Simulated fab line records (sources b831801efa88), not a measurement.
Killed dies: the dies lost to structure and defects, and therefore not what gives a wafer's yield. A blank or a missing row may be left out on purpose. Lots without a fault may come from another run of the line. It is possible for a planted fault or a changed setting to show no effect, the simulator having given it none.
fab line records	flow sky130
record lots=24	wafers=72	last_day=50
route steps=708 shown CONTACT@422 METAL2@483 METAL3@569 PAD_OPEN@707
lots that met no fault: from a run of the same line without faults
start_h: start of the lot's first displayed wafer, in hours after the record's first day	wait_h: time in hours since the lot's previous step	" identical to the entry in the row above	L1.1+2: a row that stands for several wafers	- value missing, or start not given	* or withheld: withheld	< > ~ a bound
route shown NAME@n: a module of which the file shows steps, and the number in the route of the first	usual: mean and standard deviation over wafers with no fault	same: alike in all rows	chamber/n: place in a boat	sites: each site's reading	_std_site: the values' standard deviation	_edge_site: inner sites' mean taken away from outer sites' mean	radius_mm: for every site, how far away it sits from the centre of the wafer	mask NAME#n: copy n	behind: the last tool/chamber to shape the wafer	hold: cause of the lot's hold/its duration in hours/its outcome	device: transistor that didn't switch, given as n, p or np	end of line: tests of these same wafers at the route's end	for a step that has no rows: nothing shown but its recipe	killed: at the first sort, the dies lost to defects and structure; wafer yield is something else	map: shows each die of a wafer: x if killed, . if not, _ if none is there
set.NAME: the run value of the setting; set.NAME@STEP: its run value at that earlier step	model.NAME: the simulator's own value behind a step, which no gauge read
the route's steps for a sample of lots (tables are steps, rows are wafers)
services: from which hour (start_h, from the record's first day; less than 0 if before it) a tool's chamber was out of use, for how many hours, and why
## steps
# step SKY_CONTACT_ETCH_16
# recipe chemistry=N2/H2	target=BARC	ion_energy_ev=200	source_w=500	bias_w=100	pressure_mtorr=30	n2_flow_sccm=100	h2_flow_sccm=200	stop_on=SiO2	time_s=45.9	target_depth_a=600
# usual bias_w=100.0/0.31	drypump_motor_current_A=5.8/0.54	n2_flow_sccm=100.00/0.29	oes_product_au=0.855/0.0045	throttle_valve_pct=13.226/0.0079
lot.wafer	tool	chamber	start_h	wait_h	bias_w	drypump_motor_current_A	n2_flow_sccm	oes_product_au	rf_hours_counter_h	throttle_valve_pct
L074.1	rie_diel-04	1	723.86	0.0	99.8	5.1	100.13	0.865	11	13.234
L074.2	"	0	"	"	99.8	6.1	100.31	0.857	11	13.222
L074.3	"	2	"	"	100.0	6.5	100.24	0.861	10	13.229
L075.1	rie_diel-01	0	742.66	0.0	100.1	5.7	100.05	0.853	10	13.246
L075.4	"	3	"	"	99.4	5.8	100.07	0.852	-	13.221
L075.5	"	0	"	"	100.1	5.7	100.04	0.857	-	13.219
L076.1	rie_diel-01	0	754.24	0.0	99.8	5.7	99.79	0.850	10	13.226
L076.3	"	1	"	"	99.8	5.7	100.08	0.857	12	13.228
L076.4	"	2	"	"	100.0	6.5	100.00	0.849	0	13.224
L077.1	rie_diel-03	1	763.69	0.0	100.0	5.3	99.72	0.853	5	13.242
L077.4	"	3	"	"	99.3	6.7	99.55	0.854	14	13.237
L077.6	"	0	"	"	99.9	5.6	100.04	0.860	-	13.218
L078.2	rie_diel-04	1	767.49	0.0	99.7	5.1	99.65	0.858	13	13.216
L078.3	"	0	"	"	99.9	6.1	100.49	0.864	12	13.232
L078.5	"	2	"	"	99.8	6.4	99.94	0.840	-	13.224
L079.3	rie_diel-04	1	773.06	0.0	100.8	5.1	100.08	0.863	13	13.229
L079.4	"	3	"	"	100.3	6.0	99.86	0.858	33	13.213
L079.5	"	1	"	"	100.1	5.1	100.31	0.863	-	13.227
L080.2	rie_diel-04	1	781.19	0.0	99.8	5.1	99.92	0.852	13	13.231
L080.3	"	2	"	"	100.3	6.5	99.94	0.856	11	13.232
L080.6	"	3	"	"	100.2	6.1	100.21	0.859	-	13.229
L081.2	rie_diel-03	3	789.71	0.0	100.0	6.7	100.14	0.851	15	13.223
L081.5	"	1	"	"	100.4	5.3	100.22	0.850	-	13.216
L081.6	"	2	"	"	99.8	5.0	100.16	0.848	-	13.216
L082.2	rie_diel-03	1	795.50	0.0	100.1	5.3	99.90	0.849	6	13.222
L082.3	"	0	"	"	100.0	5.6	100.15	0.844	15	13.227
L082.6	"	2	"	"	99.9	5.0	99.87	0.867	-	13.223
L083.3	rie_diel-04	1	803.79	0.0	99.9	5.1	99.51	0.851	14	13.224
L083.4	"	3	"	"	100.1	6.0	99.47	0.853	34	13.231
L083.6	"	3	"	"	100.1	6.0	99.94	0.859	-	13.221
L084.2	rie_diel-01	3	821.69	0.0	100.1	5.8	100.50	0.855	10	13.231
L084.4	"	0	"	"	99.6	5.7	99.85	0.859	12	13.220
L084.6	"	2	"	"	99.7	6.5	99.88	0.857	-	13.240
L085.1	rie_diel-03	1	822.04	0.0	100.3	5.3	99.43	0.848	7	13.220
L085.2	"	2	"	"	99.8	5.0	99.77	0.853	9	13.212
L085.5	"	2	"	"	99.9	5.1	99.50	0.853	-	13.223
L086.2	rie_diel-01	0	831.49	0.0	100.0	5.7	100.07	0.853	13	13.226
L086.3	"	3	"	"	99.7	5.8	100.19	0.856	10	13.232
L086.6	"	2	"	"	99.5	6.5	100.09	0.857	-	13.234
L087.1	rie_diel-04	1	838.07	0.0	99.3	5.0	100.01	0.854	15	13.233
L087.2	"	2	"	"	99.9	6.5	100.45	0.856	13	13.240
L087.3	"	0	"	"	100.3	6.1	99.66	0.852	14	13.223
L088.1	rie_diel-01	3	846.69	0.0	100.1	5.8	100.11	0.857	11	13.206
L088.4	"	0	"	"	99.6	5.7	99.51	0.856	13	13.236
L088.5	"	2	"	"	99.9	6.5	100.54	0.857	-	13.217
L089.1	rie_diel-04	1	857.09	0.0	99.7	5.1	100.35	0.861	15	13.224
L089.4	"	2	"	"	99.6	6.5	100.09	0.857	13	13.236
L089.6	"	1	"	"	99.6	5.1	99.93	0.857	-	13.220
L090.1	rie_diel-03	1	861.39	0.0	100.3	5.3	100.66	0.853	8	13.231
L090.3	"	3	"	"	100.2	6.7	100.25	0.857	17	13.222
L090.6	"	3	"	"	99.2	6.7	100.66	0.855	-	13.237
L091.1	rie_diel-04	3	870.34	0.0	100.1	6.0	100.06	0.855	1	13.214
L091.3	"	0	"	"	99.4	6.1	99.41	0.862	15	13.230
L091.4	"	1	"	"	99.9	5.0	100.20	0.853	16	13.225
L092.1	rie_diel-03	3	879.89	0.0	100.4	6.7	99.72	0.853	18	13.223
L092.2	"	2	"	"	99.9	5.0	99.75	0.854	11	13.244
L092.6	"	1	"	"	99.9	5.3	100.32	0.847	-	13.227
L093.2	rie_diel-01	0	881.27	0.0	99.9	5.7	100.13	0.846	14	13.217
L093.3	"	1	"	"	100.0	5.7	99.87	0.856	16	13.222
L093.4	"	3	"	"	100.0	5.8	99.53	0.857	12	13.220
L094.1	rie_diel-01	3	890.39	0.0	100.3	5.8	100.42	0.857	12	13.221
L094.3	"	2	"	"	100.0	6.6	100.06	0.855	4	13.225
L094.6	"	2	"	"	100.1	6.6	99.92	0.860	-	13.228
L095.1	rie_diel-04	3	896.44	0.0	99.9	6.1	99.90	0.858	2	13.220
L095.4	"	1	"	"	100.0	5.1	99.69	0.851	16	13.215
L095.5	"	1	"	"	100.0	5.1	99.79	0.861	-	13.231
L096.2	rie_diel-04	2	901.44	0.0	99.6	6.4	100.26	0.854	15	13.226
L096.5	"	2	"	"	100.3	6.5	99.71	0.855	-	13.237
L096.6	"	1	"	"	100.0	5.1	100.01	0.861	-	13.236
L097.3	rie_diel-03	1	921.17	0.0	99.8	5.3	99.95	0.846	10	13.225
L097.4	"	2	"	"	99.7	5.1	99.54	0.855	13	13.229
L097.5	"	2	"	"	100.2	5.1	99.71	0.853	-	13.215
# step SKY_CONTACT_CVD_24
# recipe material=W	target_thk_nm=340	time_s=102.12	temp_c=400	pressure_torr=40
# usual heater_power_w=870/62
lot.wafer	tool	chamber	start_h	wait_h	heater_power_w
L074.1	cvd_w-01	0	724.65	0.0	876
L074.2	"	1	"	"	765
L074.3	"	0	"	"	867
L075.1	cvd_w-01	1	743.52	0.0	776
L075.4	"	0	"	"	865
L075.5	"	0	"	"	878
L076.1	cvd_w-02	1	755.03	0.0	885
L076.3	"	1	"	"	921
L076.4	"	0	"	"	928
L077.1	cvd_w-01	0	764.48	0.0	881
L077.4	"	0	"	"	868
L077.6	"	0	"	"	868
L078.2	cvd_w-01	0	768.29	0.0	894
L078.3	"	0	"	"	876
L078.5	"	1	"	"	772
L079.3	cvd_w-01	1	773.89	0.1	766
L079.4	"	0	"	"	863
L079.5	"	0	"	"	873
L080.2	cvd_w-01	0	781.98	0.0	872
L080.3	"	0	"	"	854
L080.6	"	1	"	"	778
L081.2	cvd_w-02	0	790.94	0.0	945
L081.5	"	0	"	"	937
L081.6	"	1	"	"	894
L082.2	cvd_w-02	0	796.28	0.0	916
L082.3	"	1	"	"	916
L082.6	"	1	"	"	879
L083.3	cvd_w-01	0	804.61	0.1	852
L083.4	"	1	"	"	779
L083.6	"	0	"	"	882
L084.2	cvd_w-01	1	822.52	0.0	777
L084.4	"	1	"	"	788
L084.6	"	1	"	"	790
L085.1	cvd_w-02	1	822.83	0.0	927
L085.2	"	0	"	"	943
L085.5	"	0	"	"	955
L086.2	cvd_w-02	0	832.27	0.0	964
L086.3	"	1	"	"	911
L086.6	"	0	"	"	940
L087.1	cvd_w-02	1	838.85	0.0	907
L087.2	"	0	"	"	914
L087.3	"	1	"	"	896
L088.1	cvd_w-01	0	847.57	0.0	894
L088.4	"	1	"	"	777
L088.5	"	1	"	"	772
L089.1	cvd_w-01	1	857.92	0.0	774
L089.4	"	1	"	"	765
L089.6	"	0	"	"	867
L090.1	cvd_w-02	1	862.18	0.0	898
L090.3	"	0	"	"	956
L090.6	"	0	"	"	936
L091.1	cvd_w-01	1	871.13	0.0	786
L091.3	"	1	"	"	761
L091.4	"	0	"	"	876
L092.1	cvd_w-02	0	880.67	0.0	947
L092.2	"	1	"	"	902
L092.6	"	1	"	"	894
L093.2	cvd_w-02	1	882.05	0.0	912
L093.3	"	0	"	"	959
L093.4	"	1	"	"	920
L094.1	cvd_w-01	0	891.18	0.0	866
L094.3	"	0	"	"	885
L094.6	"	0	"	"	875
L095.1	cvd_w-01	0	897.23	0.0	873
L095.4	"	1	"	"	782
L095.5	"	1	"	"	792
L096.2	cvd_w-02	1	902.23	0.0	923
L096.5	"	1	"	"	909
L096.6	"	0	"	"	924
L097.3	cvd_w-02	0	921.99	0.1	956
L097.4	"	1	"	"	896
L097.5	"	0	"	"	942
# step SKY_CONTACT_RS_MEAS_25
# recipe thk_meas_gauge=four-point-probe	reads=W_of_CONTACT_CVD_24+TiN_of_CONTACT_SPUTTER_23
# usual CONTACT_W_RS=0.336/0.0036
lot.wafer	tool	chamber	start_h	wait_h	CONTACT_W_RS[ohm/sq]
L074.1	film_metro-02	-	724.76	0.1	0.328
L074.2	"	-	"	"	0.332
L074.3	"	-	"	"	0.330
L075.1	film_metro-04	-	743.63	0.1	0.343
L075.4	"	-	"	"	0.340
L075.5	"	-	"	"	0.338
L076.1	film_metro-04	-	755.14	0.1	0.342
L076.3	"	-	"	"	0.335
L076.4	"	-	"	"	0.345
L077.1	film_metro-04	-	764.59	0.1	0.332
L077.4	"	-	"	"	0.331
L077.6	"	-	"	"	0.335
L078.2	film_metro-02	-	768.42	0.1	0.330
L078.3	"	-	"	"	0.332
L078.5	"	-	"	"	0.334
L079.3	film_metro-04	-	774.00	0.1	0.336
L079.4	"	-	"	"	0.337
L079.5	"	-	"	"	0.335
L080.2	film_metro-02	-	782.11	0.1	0.331
L080.3	"	-	"	"	0.332
L080.6	"	-	"	"	0.340
L081.2	film_metro-03	-	791.07	0.1	0.333
L081.5	"	-	"	"	0.336
L081.6	"	-	"	"	0.339
L082.2	film_metro-03	-	796.41	0.1	0.339
L082.3	"	-	"	"	0.338
L082.6	"	-	"	"	0.341
L083.3	film_metro-03	-	804.72	0.1	0.331
L083.4	"	-	"	"	0.334
L083.6	"	-	"	"	0.331
L084.2	film_metro-04	-	822.65	0.1	0.334
L084.4	"	-	"	"	0.334
L084.6	"	-	"	"	0.335
L085.1	film_metro-02	-	822.94	0.1	0.345
L085.2	"	-	"	"	0.340
L085.5	"	-	"	"	0.340
L086.2	film_metro-03	-	832.40	0.1	0.339
L086.3	"	-	"	"	0.338
L086.6	"	-	"	"	0.339
L087.1	film_metro-02	-	838.96	0.1	0.335
L087.2	"	-	"	"	0.334
L087.3	"	-	"	"	0.339
L088.1	film_metro-03	-	847.68	0.1	0.334
L088.4	"	-	"	"	0.337
L088.5	"	-	"	"	0.334
L089.1	film_metro-02	-	858.03	0.1	0.339
L089.4	"	-	"	"	0.338
L089.6	"	-	"	"	0.332
L090.1	film_metro-03	-	862.29	0.1	0.338
L090.3	"	-	"	"	0.335
L090.6	"	-	"	"	0.333
L091.1	film_metro-02	-	871.24	0.1	0.336
L091.3	"	-	"	"	0.334
L091.4	"	-	"	"	0.331
L092.1	film_metro-02	-	880.78	0.1	0.337
L092.2	"	-	"	"	0.337
L092.6	"	-	"	"	0.339
L093.2	film_metro-03	-	882.18	0.1	0.333
L093.3	"	-	"	"	0.336
L093.4	"	-	"	"	0.341
L094.1	film_metro-02	-	891.29	0.1	0.334
L094.3	"	-	"	"	0.328
L094.6	"	-	"	"	0.338
L095.1	film_metro-03	-	897.34	0.1	0.332
L095.4	"	-	"	"	0.336
L095.5	"	-	"	"	0.336
L096.2	film_metro-04	-	902.36	0.1	0.337
L096.5	"	-	"	"	0.336
L096.6	"	-	"	"	0.339
L097.3	film_metro-04	-	922.10	0.1	0.330
L097.4	"	-	"	"	0.336
L097.5	"	-	"	"	0.335
# step SKY_METAL2_SPUTTER_00
# recipe material=Ti	target_thk_nm=15	power_w=3000	time_s=10	chamber_pressure_pa=0.4
# usual throttle_valve_pct=29.5/1.3
lot.wafer	tool	chamber	start_h	wait_h	throttle_valve_pct
L074.1	pvd_sputter-04	-	783.74	0.2	30.1
L074.2	"	-	"	"	28.8
L074.3	"	-	"	"	29.3
L075.1	pvd_sputter-02	-	801.01	0.1	28.7
L075.4	"	-	"	"	26.4
L075.5	"	-	"	"	31.2
L076.1	pvd_sputter-03	-	813.76	0.1	28.9
L076.3	"	-	"	"	29.7
L076.4	"	-	"	"	30.3
L077.1	pvd_sputter-04	-	822.50	0.1	28.6
L077.4	"	-	"	"	31.1
L077.6	"	-	"	"	30.9
L078.2	pvd_sputter-04	-	826.38	0.2	30.5
L078.3	"	-	"	"	28.6
L078.5	"	-	"	"	31.1
L079.3	pvd_sputter-03	-	831.56	0.1	30.5
L079.4	"	-	"	"	27.5
L079.5	"	-	"	"	28.0
L080.2	pvd_sputter-03	-	837.93	0.1	30.3
L080.3	"	-	"	"	28.6
L080.6	"	-	"	"	28.7
L081.2	pvd_sputter-04	-	846.84	0.2	28.8
L081.5	"	-	"	"	29.4
L081.6	"	-	"	"	28.9
L082.2	pvd_sputter-04	-	853.54	0.1	30.1
L082.3	"	-	"	"	28.9
L082.6	"	-	"	"	28.8
L083.3	pvd_sputter-02	-	860.78	0.2	30.3
L083.4	"	-	"	"	28.6
L083.6	"	-	"	"	31.3
L084.2	pvd_sputter-02	-	878.71	0.2	26.1
L084.4	"	-	"	"	31.4
L084.6	"	-	"	"	28.6
L085.1	pvd_sputter-04	-	879.24	0.2	29.5
L085.2	"	-	"	"	31.1
L085.5	"	-	"	"	29.4
L086.2	pvd_sputter-02	-	887.46	0.2	30.0
L086.3	"	-	"	"	26.3
L086.6	"	-	"	"	28.8
L087.1	pvd_sputter-04	-	894.56	0.1	29.7
L087.2	"	-	"	"	30.2
L087.3	"	-	"	"	28.7
L088.1	pvd_sputter-04	-	902.74	0.1	29.3
L088.4	"	-	"	"	28.9
L088.5	"	-	"	"	30.9
L089.1	pvd_sputter-02	-	914.53	0.2	26.2
L089.4	"	-	"	"	31.4
L089.6	"	-	"	"	26.6
L090.1	pvd_sputter-04	-	917.39	0.2	30.3
L090.3	"	-	"	"	30.9
L090.6	"	-	"	"	29.4
L091.1	pvd_sputter-04	-	925.64	0.1	29.3
L091.3	"	-	"	"	30.8
L091.4	"	-	"	"	28.8
L092.1	pvd_sputter-03	-	933.89	0.1	27.9
L092.2	"	-	"	"	30.3
L092.6	"	-	"	"	30.0
L093.2	pvd_sputter-02	-	935.94	0.1	26.5
L093.3	"	-	"	"	31.1
L093.4	"	-	"	"	31.5
L094.1	pvd_sputter-03	-	945.47	0.1	28.8
L094.3	"	-	"	"	27.7
L094.6	"	-	"	"	30.0
L095.1	pvd_sputter-02	-	950.06	0.1	31.2
L095.4	"	-	"	"	28.7
L095.5	"	-	"	"	31.5
L096.2	pvd_sputter-03	-	953.72	0.1	27.8
L096.5	"	-	"	"	28.0
L096.6	"	-	"	"	30.1
L097.3	pvd_sputter-04	-	975.29	0.1	28.6
L097.4	"	-	"	"	30.1
L097.5	"	-	"	"	28.8
# step SKY_METAL3_STRIP_19
# recipe chemistry=O2/N2	power_w=1400	pressure_mtorr=1500	platen_temp_c=withheld	o2_flow_sccm=3000	n2_flow_sccm=300	overash_fraction=0.5
# usual drypump_motor_current_A=5.4/0.32	n2_flow_sccm=299.9/1	o2_flow_sccm=3001/8.3	oes_product_au=0.502/0.0049	strip_time_to_endpoint_s=6.53/0.062
# same overash_fraction=0.5
lot.wafer	tool	chamber	start_h	wait_h	drypump_motor_current_A	n2_flow_sccm	o2_flow_sccm	oes_product_au	rf_hours_counter_h	strip_time_to_endpoint_s
L074.1	plasma_asher-02	0	893.92	0.1	5.3	300.0	2990	0.511	15	6.59
L074.2	"	1	"	"	5.4	300.0	3011	0.505	15	6.56
L074.3	"	1	"	"	5.4	300.2	3010	0.506	-	6.55
L075.1	plasma_asher-04	0	909.67	0.1	5.4	300.1	2997	0.504	108	6.46
L075.4	"	1	"	"	4.9	300.5	3000	0.494	-	6.50
L075.5	"	1	"	"	4.9	300.1	2992	0.498	-	6.46
L076.1	plasma_asher-02	1	923.97	0.1	5.4	299.4	2989	0.496	19	6.57
L076.3	"	1	"	"	5.4	299.5	2997	0.503	-	6.60
L076.4	"	0	"	"	5.3	298.4	2996	0.516	-	6.60
L077.1	plasma_asher-04	1	929.26	0.1	4.9	299.8	2984	0.495	110	6.46
L077.4	"	0	"	"	5.4	300.9	3002	0.500	-	6.44
L077.6	"	1	"	"	4.9	298.9	3008	0.496	-	6.44
L078.2	plasma_asher-02	1	935.61	0.1	5.4	301.0	2992	0.499	20	6.56
L078.3	"	0	"	"	5.3	300.8	2996	0.509	-	6.58
L078.5	"	1	"	"	5.4	301.1	3011	0.503	-	6.53
L079.3	plasma_asher-01	1	938.81	0.1	5.9	301.6	3000	0.503	-	6.55
L079.4	"	0	"	"	6.0	301.6	2999	0.506	-	6.60
L079.5	"	0	"	"	6.1	301.6	3000	0.505	-	6.51
L080.2	plasma_asher-04	0	943.97	0.1	5.4	299.9	3011	0.495	112	6.51
L080.3	"	1	"	"	4.9	300.4	2989	0.502	-	6.64
L080.6	"	1	"	"	4.9	301.1	2995	0.500	-	6.58
L081.2	plasma_asher-02	0	951.72	0.1	5.3	297.6	3011	0.504	21	6.52
L081.5	"	0	"	"	5.3	299.4	3007	0.501	-	6.55
L081.6	"	1	"	"	5.4	300.1	3009	0.497	-	6.47
L082.2	plasma_asher-01	0	958.42	0.1	6.1	300.8	2997	0.492	81	6.48
L082.3	"	1	"	"	5.9	302.3	2991	0.503	-	6.50
L082.6	"	1	"	"	5.9	300.8	3003	0.501	-	6.45
L083.3	plasma_asher-02	1	966.33	0.1	5.4	298.2	2991	0.506	-	6.51
L083.4	"	0	"	"	5.3	299.0	3010	0.502	-	6.55
L083.6	"	0	"	"	5.3	298.7	2996	0.498	-	6.49
L084.2	plasma_asher-02	0	982.14	0.1	5.3	300.1	3017	0.508	24	6.57
L084.4	"	0	"	"	5.3	301.5	3026	0.503	-	6.55
L084.6	"	0	"	"	5.3	301.5	3017	0.499	-	6.54
L085.1	plasma_asher-04	1	983.11	0.1	4.9	299.2	2991	0.503	116	6.49
L085.2	"	0	"	"	5.5	297.3	2984	0.497	116	6.52
L085.5	"	1	"	"	4.9	297.0	2995	0.499	-	6.51
L086.2	plasma_asher-04	0	990.01	0.1	5.5	301.4	3009	0.501	117	6.60
L086.3	"	1	"	"	4.9	300.8	3008	0.504	-	6.56
L086.6	"	0	"	"	5.5	300.2	3014	0.505	-	6.59
L087.1	plasma_asher-04	0	996.74	0.1	5.4	300.6	2995	0.506	117	6.58
L087.2	"	1	"	"	5.0	301.2	2998	0.507	117	6.57
L087.3	"	0	"	"	5.4	301.2	2999	0.506	-	6.57
L088.1	plasma_asher-02	0	1002.67	0.3	5.3	299.0	3011	0.503	26	6.56
L088.4	"	1	"	"	5.4	300.3	3016	0.501	-	6.55
L088.5	"	1	"	"	5.4	299.6	3011	0.506	-	6.59
L089.1	plasma_asher-01	0	1014.92	0.1	6.1	299.8	3003	0.509	87	6.60
L089.4	"	1	"	"	5.9	299.4	3006	0.507	-	6.60
L089.6	"	0	"	"	6.1	298.5	3001	0.495	-	6.51
L090.1	plasma_asher-04	1	1017.92	0.1	4.9	300.5	2995	0.506	119	6.50
L090.3	"	1	"	"	4.9	299.7	2990	0.492	-	6.37
L090.6	"	1	"	"	4.9	300.6	3007	0.497	-	6.35
L091.1	plasma_asher-04	0	1026.99	0.1	5.4	300.5	3004	0.503	120	6.54
L091.3	"	1	"	"	4.9	299.4	3004	0.496	-	6.45
L091.4	"	0	"	"	5.4	299.8	3005	0.496	-	6.54
L092.1	plasma_asher-02	1	1031.82	0.1	5.3	300.7	3005	0.494	29	6.47
L092.2	"	0	"	"	5.3	298.8	3000	0.499	29	6.50
L092.6	"	0	"	"	5.3	298.4	2993	0.505	-	6.52
L093.2	plasma_asher-01	0	1035.42	0.1	6.1	299.1	3016	0.510	89	6.49
L093.3	"	1	"	"	5.9	300.6	3011	0.500	-	6.47
L093.4	"	0	"	"	6.1	299.1	3001	0.498	-	6.50
L094.1	plasma_asher-04	0	1044.07	0.1	5.5	299.8	3000	0.509	122	6.58
L094.3	"	0	"	"	5.5	301.8	3000	0.504	-	6.57
L094.6	"	0	"	"	5.4	301.5	3005	0.499	-	6.59
L095.1	plasma_asher-04	0	1047.39	0.1	5.5	300.0	2995	0.502	122	6.47
L095.4	"	1	"	"	4.9	301.4	2995	0.505	-	6.56
L095.5	"	0	"	"	5.5	299.9	2993	0.497	-	6.52
L096.2	plasma_asher-02	1	1051.12	0.1	5.4	301.0	3010	0.496	31	6.56
L096.5	"	0	"	"	5.3	300.2	3004	0.496	-	6.46
L096.6	"	1	"	"	5.4	299.1	3006	0.509	-	6.56
L097.3	plasma_asher-02	0	1070.30	0.1	5.3	299.1	3007	0.498	-	6.56
L097.4	"	1	"	"	5.4	299.2	3018	0.505	-	6.60
L097.5	"	0	"	"	5.3	299.5	3012	0.507	-	6.63
# step SKY_PAD_OPEN_BOW_MEAS_13
# recipe mode=bow
# usual PAD_OPEN_BOW=48/7.9
lot.wafer	tool	chamber	start_h	wait_h	PAD_OPEN_BOW[um]
L074.1	film_metro-03	-	1067.88	-	47
L074.2	"	-	"	"	38
L074.3	"	-	"	"	41
L075.1	film_metro-02	-	1083.63	-	46
L075.4	"	-	"	"	59
L075.5	"	-	"	"	33
L076.1	film_metro-03	-	1094.49	-	49
L076.3	"	-	"	"	49
L076.4	"	-	"	"	38
L077.1	film_metro-01	-	1096.74	-	55
L077.4	"	-	"	"	56
L077.6	"	-	"	"	54
L078.2	film_metro-02	-	1104.48	-	34
L078.3	"	-	"	"	42
L078.5	"	-	"	"	45
L079.3	film_metro-03	-	1106.01	-	63
L079.4	"	-	"	"	53
L079.5	"	-	"	"	50
L080.2	film_metro-03	-	1109.64	-	46
L080.3	"	-	"	"	39
L080.6	"	-	"	"	43
L081.2	film_metro-01	-	1115.56	-	53
L081.5	"	-	"	"	47
L081.6	"	-	"	"	49
L082.2	film_metro-03	-	1119.85	-	38
L082.3	"	-	"	"	34
L082.6	"	-	"	"	43
L083.3	film_metro-02	-	1127.88	-	45
L083.4	"	-	"	"	41
L083.6	"	-	"	"	29
L084.2	film_metro-01	-	1139.75	-	54
L084.4	"	-	"	"	44
L084.6	"	-	"	"	49
L085.1	film_metro-03	-	1140.37	-	45
L085.2	"	-	"	"	45
L085.5	"	-	"	"	39
L086.2	film_metro-03	-	1147.11	-	62
L086.3	"	-	"	"	56
L086.6	"	-	"	"	71
L087.1	film_metro-02	-	1153.62	-	45
L087.2	"	-	"	"	47
L087.3	"	-	"	"	47
L088.1	film_metro-02	-	1157.12	-	52
L088.4	"	-	"	"	60
L088.5	"	-	"	"	54
L089.1	film_metro-01	-	1167.51	-	43
L089.4	"	-	"	"	44
L089.6	"	-	"	"	54
L090.1	film_metro-02	-	1169.46	-	35
L090.3	"	-	"	"	39
L090.6	"	-	"	"	40
L091.1	film_metro-02	-	1176.39	-	47
L091.3	"	-	"	"	43
L091.4	"	-	"	"	37
L092.1	film_metro-03	-	1179.11	-	53
L092.2	"	-	"	"	36
L092.6	"	-	"	"	40
L093.2	film_metro-01	-	1183.40	-	56
L093.3	"	-	"	"	66
L093.4	"	-	"	"	56
L094.1	film_metro-03	-	1188.18	-	54
L094.3	"	-	"	"	58
L094.6	"	-	"	"	60
L095.1	film_metro-03	-	1191.23	-	39
L095.4	"	-	"	"	50
L095.5	"	-	"	"	45
L096.2	film_metro-02	-	1193.35	-	47
L096.5	"	-	"	"	44
L096.6	"	-	"	"	60
L097.3	film_metro-03	-	1207.27	-	42
L097.4	"	-	"	"	34
L097.5	"	-	"	"	37
## services
tool	chamber	start_h	hours	kind
rie_diel-04	3	702.76	6.3	repair
cvd_w-02	1	705.24	8.0	repair
plasma_asher-02	-	707.89	0.5	repair
pvd_sputter-04	-	723.35	2.1	repair
rie_diel-04	3	732.80	3.7	repair
plasma_asher-02	-	733.75	9.0	pm
rie_diel-04	2	736.99	19.0	repair
plasma_asher-04	-	738.87	0.8	repair
rie_diel-04	0	754.58	4.4	repair
plasma_asher-04	-	757.03	9.0	repair
rie_diel-04	1	786.71	3.7	repair
pvd_sputter-04	-	786.95	4.6	repair
plasma_asher-02	-	831.01	2.8	pm
rie_diel-04	-	848.90	2.8	pm
cvd_w-02	-	851.43	3.9	repair
cvd_w-02	1	865.56	6.6	repair
rie_diel-04	-	879.80	0.5	repair
cvd_w-01	-	904.00	14.0	pm
rie_diel-04	1	939.29	1.6	repair
cvd_w-01	0	954.56	10.6	repair
cvd_w-01	-	957.43	2.8	pm
rie_diel-04	1	1004.80	2.9	repair
cvd_w-01	1	1049.81	5.0	repair
cvd_w-01	0	1058.46	3.1	repair
## key
fault none
